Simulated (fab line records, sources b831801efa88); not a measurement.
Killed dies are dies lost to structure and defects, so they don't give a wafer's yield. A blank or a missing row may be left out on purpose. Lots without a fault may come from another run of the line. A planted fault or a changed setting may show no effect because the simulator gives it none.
Chamber matching | flow gf180mcu | GF_V5_ETCH_16 on rie_diel-01: 4 sister chambers
The step etches BARC in N2/H2. 8 wafers are shown with their chamber, then 11 later ones without.

WAFERS WITH THEIR CHAMBER
wafer  | chamber | drypump_motor_current_A (A) | throttle_valve_pct (%)
L078.3 | 0       | 5.7                         | 13.241
L079.4 | 3       | 6.4                         | 13.239
L081.1 | 3       | 6.3                         | 13.228
L081.2 | 0       | 5.7                         | 13.230
L086.1 | 1       | 5.8                         | 13.230
L086.3 | 2       | 5.9                         | 13.234
L086.6 | 1       | 5.8                         | 13.223
L089.2 | 2       | 5.8                         | 13.234

WAFERS WITHOUT THEIR CHAMBER
wafer  | drypump_motor_current_A (A) | throttle_valve_pct (%)
L089.3 | 6.3                         | 13.225
L089.4 | 5.7                         | 13.221
L092.1 | 5.7                         | 13.242
L092.2 | 5.9                         | 13.238
L092.5 | 6.4                         | 13.241
L096.1 | 5.8                         | 13.222
L096.2 | 5.9                         | 13.224
L096.4 | 6.3                         | 13.233
L097.2 | 5.8                         | 13.240
L097.5 | 5.9                         | 13.236
L097.6 | 5.9                         | 13.233

WHICH CHAMBER EACH WENT THROUGH
wafer  | from the rows above          | in truth
L089.3 | 3                            | 3
L089.4 | can't be placed: 1 or 0 or 2 | 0
L092.1 | 0                            | 0
L092.2 | can't be placed: 2 or 1      | 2
L092.5 | 3                            | 3
L096.1 | can't be placed: 1 or 2      | 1
L096.2 | can't be placed: 2 or 1      | 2
L096.4 | 3                            | 3
L097.2 | can't be placed: 2 or 0 or 1 | 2
L097.5 | can't be placed: 2 or 1      | 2
L097.6 | can't be placed: 2 or 1      | 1
Placed correctly: 4 of 11. Can't be placed from these rows: 7 (the true chamber is among the candidates in 7). Placed wrongly: 0.
How it was worked out, from the rows above alone: a wafer's distance from a chamber is the root of the sum, over the readings, of the square of ((its reading less the chamber's mean) divided by the reading's scatter). The wafer belongs to the nearest chamber; if the next one is less than 2 further off, it can't be placed. A chamber's mean is the mean of its shown wafers. The scatter: the root of (the sum of the squares of (reading less its chamber's mean) over the shown wafers, divided by (wafers less chambers)).
